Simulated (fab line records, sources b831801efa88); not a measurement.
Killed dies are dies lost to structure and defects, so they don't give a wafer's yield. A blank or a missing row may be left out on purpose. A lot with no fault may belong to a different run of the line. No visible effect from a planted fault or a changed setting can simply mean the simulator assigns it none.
Which tool is to blame? ; flow gf180mcu ; Sampling: 7 lots, 21 wafers, 2 of 602 route steps

== WHAT THE GAUGES READ, wafer by wafer ==
GF_V2_RS_MEAS_24: uses a four-point probe to measure.
lot;measured;on;V2_W_RS (ohm/sq)
L429;day 20 16:32;filmMetro-04;0.327 0.324 0.328
L432;day 22 04:57;filmMetro-04;0.334 0.328 0.330
L439;day 24 12:25;filmMetro-04;0.327 0.328 0.329
L441;day 24 23:35;filmMetro-01;0.326 0.318 0.321
L446;day 27 00:02;filmMetro-02;0.327 0.327 0.322
L448;day 27 07:05;filmMetro-02;0.327 0.325 0.329
L451;day 28 02:38;filmMetro-02;0.331 0.331 0.333

== WHAT TOOL EACH LOT RAN ON (gives the tool, then ch and the chambers of the sampled wafers, and finally the start) ==
lot;GF_HV_LDD_CLEAN_51
L429;wetBench-01 ch 0, day 12 19:44
L432;wetBench-02 ch 0, day 13 23:56
L439;wetBench-02 ch 1, day 16 04:50
L441;wetBench-02 ch 3, day 16 17:02
L446;wetBench-02 ch 2, day 18 21:37
L448;wetBench-01 ch 1, day 19 04:14
L451;wetBench-02 ch 3, day 20 05:26
- GF_HV_LDD_CLEAN_51: cleans in SC1/SC2, time 150 s.

== THE ANSWER, worked out from the rows above alone ==
Rule: the lots themselves supply what counts as usual. The widest of any qualifying gaps counts: lots, ordered by their means at a reading, are off when they make up no more than a third of the lots, leave a main group of 4 or more, and stand apart from it by 3 or more times the standard deviation of that group's means. A main group whose means are all the same, to the digits that the tables above print for the reading, isn't used. A lot without any number at a reading at which 4 lots or more have one is off too. Where the step has rows for the other lots, those lots are counted as sound.
Nothing can be told from this: no lot is off at any reading shown.

== WHAT HAD BEEN PUT IN BY THE SIMULATOR ==
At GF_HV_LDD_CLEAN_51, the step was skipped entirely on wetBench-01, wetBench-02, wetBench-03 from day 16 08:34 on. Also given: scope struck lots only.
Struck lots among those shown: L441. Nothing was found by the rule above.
